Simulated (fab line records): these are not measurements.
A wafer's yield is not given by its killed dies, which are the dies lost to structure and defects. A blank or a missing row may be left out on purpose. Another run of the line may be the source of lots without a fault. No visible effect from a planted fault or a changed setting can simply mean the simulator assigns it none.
What tool caused it? + flow sfqLine + Sampling: 13 lots, 39 wafers, 2 of 325 route steps

== WHAT THE GAUGES SHOWED, per wafer ==
No reading from a measuring or inspecting step in the record can be judged against a usual standard deviation.

== EACH LOT AND THE TOOL THAT RAN IT (in order: tool; ch and the chambers of the sampled wafers; start) ==
| lot  | SFQ_TRILAYER_L0_CAP_PECVD_011  | SFQ_TRILAYER_L0_VIA_ETCH_VIA_ETCH_016 |
|------|--------------------------------|---------------------------------------|
| L602 | pecvd-01 ch 0,1, day 3 05:40   | rieDiel-04 ch 0,1, day 5 15:44        |
| L603 | pecvd-03 ch 0,1, day 3 09:44   | rieDiel-04 ch 2,3, day 5 20:32        |
| L604 | pecvd-01 ch 1,2, day 3 16:27   | rieDiel-02 ch 1,3, day 6 05:22        |
| L605 | pecvd-02 ch 0,1,2, day 3 18:08 | rieDiel-04 ch 0,2,3, day 6 06:34      |
| L606 | pecvd-02 ch 0,2, day 4 01:20   | rieDiel-01 ch 0,1, day 6 10:10        |
| L609 | pecvd-03 ch 0,2, day 4 16:56   | rieDiel-01 ch 0,1, day 7 04:16        |
| L613 | pecvd-03 ch 1,2, day 5 13:20   | rieDiel-04 ch 0,1, day 8 04:16        |
| L616 | pecvd-03 ch 1,2, day 6 01:30   | rieDiel-02 ch 0,1,2, day 8 19:45      |
| L618 | pecvd-01 ch 0,1,2, day 6 14:32 | rieDiel-02 ch 1,2,3, day 9 12:33      |
| L619 | pecvd-01 ch 0,1, day 6 19:22   | rieDiel-02 ch 0,2,3, day 9 18:33      |
| L620 | pecvd-01 ch 1,2, day 7 02:32   | rieDiel-04 ch 0,3, day 10 01:33       |
| L621 | pecvd-02 ch 0, day 7 06:08     | rieDiel-04 ch 0,2,3, day 10 07:33     |
| L623 | pecvd-01 ch 0,1, day 7 17:02   | rieDiel-04 ch 1,2,3, day 10 18:21     |
- SFQ_TRILAYER_L0_CAP_PECVD_011: deposits SiO2 from SiH4/N2O, time 13.333 s, target thk 60 nm.
- SFQ_TRILAYER_L0_VIA_ETCH_VIA_ETCH_016: etches SiO2 in CHF3, stops on MoNx KI, target depth 80 nm.

== AS READ BY THE TOOLS THEMSELVES (means over the sampled wafers that have a number; for cases with no such wafer, the mark the record gives instead) ==
SFQ_TRILAYER_L0_CAP_PECVD_011. Usual: heaterPowerW 77 W, standard deviation 15; throttleValvePct 25.9 %, standard deviation 2.
| lot  | tool     | heaterPowerW (W) | throttleValvePct (%) | flag |
|------|----------|------------------|----------------------|------|
| L602 | pecvd-01 | 81               | 23.9                 |      |
| L603 | pecvd-03 | 83               | 24.5                 |      |
| L604 | pecvd-01 | 83               | 24.1                 |      |
| L605 | pecvd-02 | 64               | 26.5                 |      |
| L606 | pecvd-02 | 62               | 25.2                 |      |
| L609 | pecvd-03 | 79               | 25.1                 |      |
| L613 | pecvd-03 | 85               | 27.8                 |      |
| L616 | pecvd-03 | 91               | 27.7                 |      |
| L618 | pecvd-01 | 84               | 24.1                 |      |
| L619 | pecvd-01 | 75               | 24.2                 |      |
| L620 | pecvd-01 | 87               | 23.8                 |      |
| L621 | pecvd-02 | 44               | 26.5                 |      |
| L623 | pecvd-01 | 80               | 24.4                 |      |

SFQ_TRILAYER_L0_VIA_ETCH_VIA_ETCH_016. Usual: drypumpMotorCurrentA 5.9 A, standard deviation 0.49; oesProductAu 0.842 a.u., standard deviation 0.0078.
| lot  | tool       | drypumpMotorCurrentA (A) | oesProductAu (a.u.) | flag |
|------|------------|--------------------------|---------------------|------|
| L602 | rieDiel-04 | 5.8                      | 0.843               |      |
| L603 | rieDiel-04 | 6.0                      | 0.834               |      |
| L604 | rieDiel-02 | 6.4                      | 0.839               |      |
| L605 | rieDiel-04 | 6.2                      | 0.838               |      |
| L606 | rieDiel-01 | 5.6                      | 0.848               |      |
| L609 | rieDiel-01 | 5.3                      | 0.837               |      |
| L613 | rieDiel-04 | 6.0                      | 0.831               |      |
| L616 | rieDiel-02 | 5.6                      | 0.834               |      |
| L618 | rieDiel-02 | 6.0                      | 0.845               |      |
| L619 | rieDiel-02 | 6.1                      | 0.840               |      |
| L620 | rieDiel-04 | 5.9                      | 0.837               |      |
| L621 | rieDiel-04 | 6.2                      | 0.846               |      |
| L623 | rieDiel-04 | 6.0                      | 0.848               |      |

== THE ANSWER, worked out from the rows above alone ==
Rule: lot off if the mean of its wafers having a number is beyond 3 standard deviations from the usual mean. A lot without any number at a reading at which 4 lots or more have one is off too. Where the step has rows for the other lots, those lots are counted as sound. After the gauges, taken in route order, come the tools' own readings; for these a lot's mean is taken, as printed above. At the first step where some lot is off, the reading lying furthest off is the one used; lots without a number count as furthest.
Across all readings shown, no lot is off: no conclusion can be drawn from this.

== WHAT WAS PUT IN BY THE SIMULATOR ==
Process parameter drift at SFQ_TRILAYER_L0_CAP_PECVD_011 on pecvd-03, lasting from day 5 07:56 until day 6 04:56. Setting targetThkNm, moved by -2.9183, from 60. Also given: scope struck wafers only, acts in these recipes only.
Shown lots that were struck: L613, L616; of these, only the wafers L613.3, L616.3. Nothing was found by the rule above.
